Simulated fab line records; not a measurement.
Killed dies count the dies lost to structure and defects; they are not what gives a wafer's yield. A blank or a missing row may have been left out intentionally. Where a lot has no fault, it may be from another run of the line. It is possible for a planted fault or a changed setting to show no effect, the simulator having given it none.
One fault through the eyes of 2 desks + flow gf180mcu + each desk has only its own numbers; what lay behind them comes last

THE METROLOGY DESK
What the gauges read for every lot (on any tool): the sampled wafers with a number, averaged. A lot is out of limits, marked OUT, if its mean lies more than 4 standard deviations from the usual mean; the brackets give that distance.
Columns: A = STI_OXIDATION_THK at GF_STI_THK_MEAS_02, usual 10.00 nm; B = STI_CVD_23_THK at GF_STI_THK_MEAS_24, usual 653 nm
| lot  | first seen here | A     | B   |
|------|-----------------|-------|-----|
| L251 | day 1 12:37     | 10.13 | 656 |
| L252 | day 1 16:31     | 9.94  | 658 |
| L253 | day 1 21:31     | 10.10 | 653 |
| L254 | day 2 02:31     | 9.95  | 659 |
| L255 | day 2 08:05     | 10.07 | 657 |
| L256 | day 2 12:31     | 10.11 | 656 |
| L257 | day 2 17:31     | 9.95  | 659 |
| L258 | day 2 22:31     | 10.15 | 646 |
| L259 | day 3 03:31     | 9.77  | 649 |
| L260 | day 3 09:04     | 9.84  | 654 |
| L267 | day 4 19:31     | 10.11 | 648 |
| L268 | day 5 00:31     | 10.38 | 661 |
| L269 | day 5 07:16     | 10.03 | 645 |
| L272 | day 5 21:11     | 10.00 | 652 |
| L273 | day 6 01:31     | 9.85  | 647 |
Result from this desk: across the 15 lots, nothing is out of limits.

FOR THE TOOL OWNER'S DESK: implanter-01
The tool's own readings at GF_MVSD_IMPLANT_09, given as means over the sampled wafers that have a number, one for each lot that went through this tool. A lot is out of limits, marked OUT, if its mean lies more than 4 standard deviations from the usual mean; the brackets give that distance.
Columns: A = dose-ions-cm2 at GF_MVSD_IMPLANT_09, usual 5e+12; B = tilt-deg at GF_MVSD_IMPLANT_09, usual 0.002 degrees
| lot  | first seen here | A     | B                       |
|------|-----------------|-------|-------------------------|
| L259 | day 6 08:39     | 5e+12 | 0.012                   |
| L267 | day 8 04:02     | 5e+12 | 5.062 (+99 or more) OUT |
| L268 | day 8 11:50     | 5e+12 | 5.089 (+99 or more) OUT |
| L269 | day 8 19:09     | 5e+12 | 5.072 (+99 or more) OUT |
Finding of this desk: L267, L268, L269 out of limits; the first was L267 at day 8 04:02, on tilt-deg at GF_MVSD_IMPLANT_09. In limits: L259.

ALL TOGETHER
The tool owner's desk could have raised an alarm at day 8 04:02, on L267, L268, L269.
From the metrology desk's view, nothing was out of limits.
The metrology desk holds a record of L267, L268, L269, inside its limits.
On implanter-01, each named lot ran GF_MVSD_IMPLANT_09.

WHAT HAD BEEN PUT IN BY THE SIMULATOR
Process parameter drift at GF_MVSD_IMPLANT_09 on implanter-01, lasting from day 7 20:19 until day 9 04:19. From 0, the setting tilt-deg moved by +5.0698. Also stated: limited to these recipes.
Lots struck among those shown: L267, L268, L269.
Delay in hours, fault start to first out-of-limits reading, by desk: the tool owner's desk at 8.
